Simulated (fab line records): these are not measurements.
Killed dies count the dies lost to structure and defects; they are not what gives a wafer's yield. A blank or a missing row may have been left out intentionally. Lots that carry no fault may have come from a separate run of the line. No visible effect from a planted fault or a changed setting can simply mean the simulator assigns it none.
Matching of chambers ; flow gf180mcu ; GF_SAB_ETCH_11 on rie_diel-01 has 4 sister chambers
The step etches SiO2 in C4F8/O2/Ar, target depth 55 nm, time 8.5 s. 4 wafers are shown with their chamber, then 7 later ones without.

== WAFERS PAIRED WITH THEIR CHAMBERS ==
wafer;chamber;oes_product_au (a.u.)
L391.6;0;0.998
L393.2;3;0.996
L396.2;2;1.003
L396.5;1;0.999

== WAFERS WITH NO CHAMBER GIVEN ==
wafer;oes_product_au (a.u.)
L396.6;1.008
L405.1;0.999
L405.3;1.002
L405.6;1.002
L407.2;0.995
L407.3;1.003
L407.4;0.996

== CHAMBER TAKEN BY EACH ==
wafer;from the rows above;in truth
L396.6;can't be placed: 2 or 1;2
L405.1;can't be placed: 1 or 0 or 3 or 2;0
L405.3;can't be placed: 2 or 1 or 0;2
L405.6;can't be placed: 2 or 1 or 0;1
L407.2;can't be placed: 3 or 0 or 1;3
L407.3;can't be placed: 2 or 1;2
L407.4;can't be placed: 3 or 0 or 1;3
Correct placement for 0 of the 7. Cannot be placed on the basis of these rows: 7; the candidates contain the true chamber in 7. Placed wrongly: 0.
How it was worked out, from the rows above alone: a wafer's distance from a chamber is the root of the sum, over the readings, of the square of ((its reading less the chamber's mean) divided by the reading's scatter). The wafer belongs to the nearest chamber; if the next one is less than 2 further off, it can't be placed. A chamber's mean is the mean of its shown wafers. The scatter: root of mean squared gap, hidden wafer to nearest shown wafer, with one shown wafer a chamber.
